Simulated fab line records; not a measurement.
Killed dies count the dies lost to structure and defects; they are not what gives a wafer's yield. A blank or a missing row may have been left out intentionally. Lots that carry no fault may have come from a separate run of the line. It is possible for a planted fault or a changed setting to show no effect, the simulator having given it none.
Chamber matching    flow sky130    SKY_CONTACT_ETCH_17 on rie_diel-02: 4 sister chambers
The step etches SiO2 in C4F8/O2/Ar, stops on Si3N4, target depth 340 nm. 7 wafers are shown with their chamber, then 9 later ones without.

## WAFERS, EACH WITH ITS CHAMBER
wafer   chamber  oes_product_au (a.u.)
L505.4  2        0.891
L506.3  0        0.896
L509.3  2        0.888
L509.4  3        0.897
L507.3  1        0.894
L507.5  1        0.890
L507.6  0        0.894

## WAFERS WHOSE CHAMBER IS MISSING
wafer   oes_product_au (a.u.)
L520.2  0.882
L520.4  0.900
L520.6  0.892
L521.2  0.888
L521.3  0.898
L521.4  0.883
L523.1  0.891
L523.5  0.891
L523.6  0.891

## EACH ONE'S CHAMBER
wafer   from the rows above           in truth
L520.2  can't be placed: 2 or 1       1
L520.4  can't be placed: 3 or 0       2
L520.6  can't be placed: 1 or 2 or 0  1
L521.2  can't be placed: 2 or 1       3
L521.3  can't be placed: 3 or 0       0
L521.4  can't be placed: 2 or 1       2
L523.1  can't be placed: 1 or 2 or 0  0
L523.5  can't be placed: 1 or 2 or 0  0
L523.6  can't be placed: 1 or 2 or 0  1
Correctly placed: 0 of 9. Cannot be placed on the basis of these rows: 9; the candidates contain the true chamber in 7. 0 placed wrongly.
How it was worked out, from the rows above alone: a wafer's distance from a chamber is the root of the sum, over the readings, of the square of ((its reading less the chamber's mean) divided by the reading's scatter). The wafer belongs to the nearest chamber; if the next one is less than 2 further off, it can't be placed. A chamber's mean is the mean of its shown wafers. The scatter: the root of (the sum of the squares of (reading less its chamber's mean) over the shown wafers, divided by (wafers less chambers)).
